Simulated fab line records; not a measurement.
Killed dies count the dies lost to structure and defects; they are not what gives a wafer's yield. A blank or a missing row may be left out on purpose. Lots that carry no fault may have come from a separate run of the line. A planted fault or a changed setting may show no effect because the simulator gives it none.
Check for tools in common ; flow sky130 ; 42 wafers sampled across 11 lots

== WHY IT WAS OPENED ==
SKY_VT_ADJUST_LVTN_TW_MEAS_21, reading VT_ADJUST_LVTN_2_TW: flagged on 3 of 11 lots. No-fault wafers: 189.8, standard deviation 1.
Rule: flag the lot when none of its wafers has a number, or when each of its wafers that has one lies beyond 4 standard deviations from that mean. The other lots count as sound.

lot;measured;on;VT_ADJUST_LVTN_2_TW, wafer by wafer;flag
L161;day 7 19:53;film metro-01;189.0 189.6 188.5;
L160;day 7 20:11;film metro-04;191.1 190.6 191.3;
L167;day 9 10:59;film metro-03;188.3 188.6 188.1;
L168;day 9 16:15;film metro-04;191.4 191.3 190.6;
L171;day 10 18:57;film metro-03;189.9 188.9 189.6;
L172;day 11 02:10;film metro-03;30.3 30.4 30.2 30.4 30.2 30.3;FLAGGED
L173;day 11 08:34;film metro-04;30.6 30.5 30.4 30.4 30.5 30.3;FLAGGED
L174;day 11 12:57;film metro-04;30.5 30.5 30.4 30.4 30.6 30.5;FLAGGED
L181;day 14 04:39;film metro-01;189.3 189.7 188.3;
L183;day 14 17:21;film metro-01;188.5 189.2 190.1;
L182;day 14 18:25;film metro-01;189.3 188.9 188.8;
Flagged lots average 30.4: -159.4 relative to the usual, that is -99 or more standard deviations.

== TOOL THAT RAN EACH LOT ==
Before the reading, the record contains 2 process steps out of a 708-step route. Each cell gives the tool, then ch followed by the chambers the sampled wafers passed through, then the start.
lot;flag;SKY_VT_ADJUST_LVTN_STRIP_09;SKY_VT_ADJUST_LVTN_STRIP_20
L161;;plasma asher-03 ch 0,1, day 7 01:02;plasma asher-01 ch 0,1, day 7 19:47
L160;;plasma asher-01 ch 0,1, day 7 01:18;plasma asher-02 ch 0,1, day 7 20:05
L167;;plasma asher-02 ch 0,1, day 8 14:12;plasma asher-01 ch 0,1, day 9 10:53
L168;;plasma asher-03 ch 0,1, day 8 18:50;plasma asher-01 ch 0,1, day 9 16:08
L171;;plasma asher-03 ch 0,1, day 9 20:14;plasma asher-02 ch 0,1, day 10 18:51
L172;FLAGGED;plasma asher-03 ch 0,1, day 10 02:53;plasma asher-03 ch 0,1, day 11 02:05
L173;FLAGGED;plasma asher-02 ch 1, day 10 10:17;plasma asher-03 ch 0,1, day 11 08:27
L174;FLAGGED;plasma asher-01 ch 0,1, day 10 13:47;plasma asher-02 ch 0,1, day 11 12:50
L181;;plasma asher-01 ch 0,1, day 13 02:20;plasma asher-02 ch 0,1, day 14 04:33
L183;;plasma asher-02 ch 0,1, day 13 14:42;plasma asher-03 ch 0,1, day 14 17:14
L182;;plasma asher-03 ch 0,1, day 13 15:05;plasma asher-03 ch 0,1, day 14 18:20
What these steps do:
- SKY_VT_ADJUST_LVTN_STRIP_09: strips in O2/N2.
- SKY_VT_ADJUST_LVTN_STRIP_20: strips in O2/N2.
- SKY_VT_ADJUST_LVTN_TW_MEAS_21

== FLAGGED AGAINST TOTAL, ONE TOOL AT A TIME (gauges that did the reading follow at the end) ==
step;tool;lots run;flagged;share of the flagged lots;sound lots run after its first flagged lot
SKY_VT_ADJUST_LVTN_STRIP_09;plasma asher-01;3;1;some;1 (L181)
SKY_VT_ADJUST_LVTN_STRIP_09;plasma asher-02;3;1;some;1 (L183)
SKY_VT_ADJUST_LVTN_STRIP_09;plasma asher-03;5;1;some;1 (L182)
SKY_VT_ADJUST_LVTN_STRIP_20;plasma asher-01;3;0;none;-
SKY_VT_ADJUST_LVTN_STRIP_20;plasma asher-02;4;1;some;1 (L181)
SKY_VT_ADJUST_LVTN_STRIP_20;plasma asher-03;4;2;some;2 (L183,L182)
SKY_VT_ADJUST_LVTN_TW_MEAS_21;film metro-01;4;0;none;-
SKY_VT_ADJUST_LVTN_TW_MEAS_21;film metro-03;3;1;some;0
SKY_VT_ADJUST_LVTN_TW_MEAS_21;film metro-04;4;2;some;0

== WHAT IS ALLOWED BY THE TABLE ==
No row of the table ran every flagged lot.

== WHAT HAD BEEN PUT IN BY THE SIMULATOR ==
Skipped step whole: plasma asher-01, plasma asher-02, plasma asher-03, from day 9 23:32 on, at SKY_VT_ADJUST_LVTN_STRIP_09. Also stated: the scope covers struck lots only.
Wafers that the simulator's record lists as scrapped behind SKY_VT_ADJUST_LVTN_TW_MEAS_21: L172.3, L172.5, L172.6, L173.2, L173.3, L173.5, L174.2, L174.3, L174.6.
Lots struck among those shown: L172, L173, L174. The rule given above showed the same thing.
